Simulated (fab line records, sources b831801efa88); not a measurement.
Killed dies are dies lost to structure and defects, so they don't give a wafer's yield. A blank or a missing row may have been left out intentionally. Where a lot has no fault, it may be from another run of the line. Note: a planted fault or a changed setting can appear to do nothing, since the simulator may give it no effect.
One fault through the eyes of 2 desks || flow sky130 || each desk has only its own numbers; what lay behind them comes last

METROLOGY DESK
What the gauges read for every lot (on any tool): the sampled wafers with a number, averaged. A lot is out of limits, marked OUT, if its mean lies more than 4 standard deviations from the usual mean; the brackets give that distance.
Columns: A = VIA1_W_THK at SKY_VIA1_THK_MEAS_23, usual 264 nm
{"lot": "L302", "first seen here": "day 33 17:41", "A": 266}
{"lot": "L306", "first seen here": "day 35 09:55", "A": 268}
{"lot": "L308", "first seen here": "day 36 05:20", "A": 266}
{"lot": "L307", "first seen here": "day 36 07:30", "A": 261}
{"lot": "L309", "first seen here": "day 36 13:49", "A": 263}
{"lot": "L310", "first seen here": "day 36 15:37", "A": 268}
{"lot": "L317", "first seen here": "day 38 18:37", "A": 267}
{"lot": "L318", "first seen here": "day 39 04:16", "A": 269}
{"lot": "L319", "first seen here": "day 39 06:44", "A": 263}
{"lot": "L322", "first seen here": "day 40 04:30", "A": 260}
{"lot": "L324", "first seen here": "day 40 10:09", "A": 263}
This desk's verdict: no lot among the 11 shows anything out of limits.

FOR THE TOOL OWNER'S DESK: litho_track-04
The tool's own readings at SKY_METAL2_COAT_10 (resist thk 450 nm): means of the sampled wafers that have a number, for each lot that ran on this tool. A lot is out of limits, marked OUT, if its mean lies more than 4 standard deviations from the usual mean; the brackets give that distance.
Columns: A = spin_speed_rpm at SKY_METAL2_COAT_10, usual 2999.6 rpm
{"lot": "L302", "first seen here": "day 34 07:00", "A": 3000.3}
{"lot": "L306", "first seen here": "day 35 22:00", "A": 2999.5}
{"lot": "L308", "first seen here": "day 36 19:00", "A": "2630.3 (-99 or more) OUT"}
{"lot": "L307", "first seen here": "day 36 20:00", "A": "2628.5 (-99 or more) OUT"}
{"lot": "L309", "first seen here": "day 37 01:00", "A": "2630.5 (-99 or more) OUT"}
{"lot": "L317", "first seen here": "day 39 06:00", "A": 2999.4}
{"lot": "L319", "first seen here": "day 39 20:00", "A": 2999.5}
{"lot": "L322", "first seen here": "day 40 16:00", "A": 3000.9}
{"lot": "L324", "first seen here": "day 40 23:00", "A": 2998.4}
This desk's verdict: out of limits on L307, L308, L309, starting with L308 at day 36 19:00 (spin_speed_rpm at SKY_METAL2_COAT_10). L302, L306, L317, L319, L322, L324 stayed within limits.

BROUGHT TOGETHER
The tool owner's desk had the chance to raise an alarm at day 36 19:00 on L307, L308, L309.
Metrology desk: nothing out of limits seen.
The metrology desk has L307, L308, L309 on record, within its limits.
Of the lots named, all ran SKY_METAL2_COAT_10 on litho_track-04.

WHAT THE SIMULATOR HAD PUT IN
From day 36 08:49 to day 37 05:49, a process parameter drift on litho_track-04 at SKY_METAL2_COAT_10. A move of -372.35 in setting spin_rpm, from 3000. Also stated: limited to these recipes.
Lots struck among those shown: L307, L308, L309.
Time in hours from fault onset to the first out-of-limits reading at each desk: the tool owner's desk, 10.
